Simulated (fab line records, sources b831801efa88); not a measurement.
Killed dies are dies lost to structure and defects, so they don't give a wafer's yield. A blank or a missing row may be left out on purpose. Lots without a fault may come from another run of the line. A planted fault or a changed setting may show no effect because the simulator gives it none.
Chamber matching | flow sfq_line | SFQ_TRILAYER_L0_VIA_BARC_OPEN_VIA_ETCH_021 on rie_diel-04: 4 sister chambers
The step etches BARC in O2, target depth 125 nm, time 41.7 s. 14 wafers are shown with their chamber, then 7 later ones without.

WAFERS WITH THEIR CHAMBER
wafer  | chamber | drypump_motor_current_A (A) | rf_fwd_power_W (W) | chamber_pressure_mTorr (mTorr)
L693.2 | 1       | 5.9                         | 496.1              | 29.988
L693.3 | 0       | 5.0                         | 492.2              | 29.981
L693.5 | 3       | 5.7                         | 493.5              | 29.973
L696.1 | 1       | 6.0                         | 492.3              | 29.986
L696.2 | 2       | 5.0                         | 494.6              | 30.016
L696.4 | 3       | 5.7                         | 496.0              | 29.980
L699.4 | 1       | 6.0                         | 494.8              | 30.022
L699.5 | 0       | 5.0                         | 493.2              | 29.995
L699.6 | 1       | 6.0                         | 493.8              | 30.035
L700.3 | 0       | 5.0                         | 491.8              | 30.024
L700.4 | 3       | 5.7                         | 494.3              | 29.960
L700.6 | 3       | 5.7                         | 490.3              | 30.005
L702.1 | 3       | 5.7                         | 493.9              | 29.994
L702.4 | 0       | 5.0                         | 491.1              | 30.011

SIGNATURES (means of the wafers above)
reading                 | chamber 0 | chamber 1 | chamber 2 | chamber 3 | scatter within a chamber
drypump_motor_current_A | 5.000     | 5.975     | 5.000     | 5.700     | 0.0274
rf_fwd_power_W          | 492.075   | 494.250   | 494.600   | 493.600   | 1.65
chamber_pressure_mTorr  | 30.00275  | 30.00775  | 30.01600  | 29.98240  | 0.0203
Rule: a wafer's distance from a chamber is the root of the sum, over the readings, of the square of ((its reading less the chamber's mean) divided by the reading's scatter). The wafer belongs to the nearest chamber; if the next one is less than 2 further off, it can't be placed. The scatter: the root of (the sum of the squares of (reading less its chamber's mean) over the shown wafers, divided by (wafers less chambers)).

WAFERS WITHOUT THEIR CHAMBER
wafer  | drypump_motor_current_A (A) | rf_fwd_power_W (W) | chamber_pressure_mTorr (mTorr)
L702.5 | 5.0                         | 493.7              | 30.005
L703.2 | 6.0                         | 490.8              | 29.975
L703.5 | 5.0                         | 492.1              | 30.007
L703.6 | 5.7                         | 495.7              | 29.998
L714.1 | 5.0                         | 492.8              | 30.009
L714.2 | 5.0                         | 494.5              | 29.980
L714.3 | 6.0                         | 491.0              | 30.023

WHICH CHAMBER EACH WENT THROUGH
wafer  | from the rows above     | in truth
L702.5 | can't be placed: 2 or 0 | 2
L703.2 | 1                       | 1
L703.5 | can't be placed: 0 or 2 | 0
L703.6 | 3                       | 3
L714.1 | can't be placed: 0 or 2 | 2
L714.2 | can't be placed: 2 or 0 | 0
L714.3 | 1                       | 1
Placed correctly: 3 of 7. Can't be placed from these rows: 4 (the true chamber is among the candidates in 4). Placed wrongly: 0.
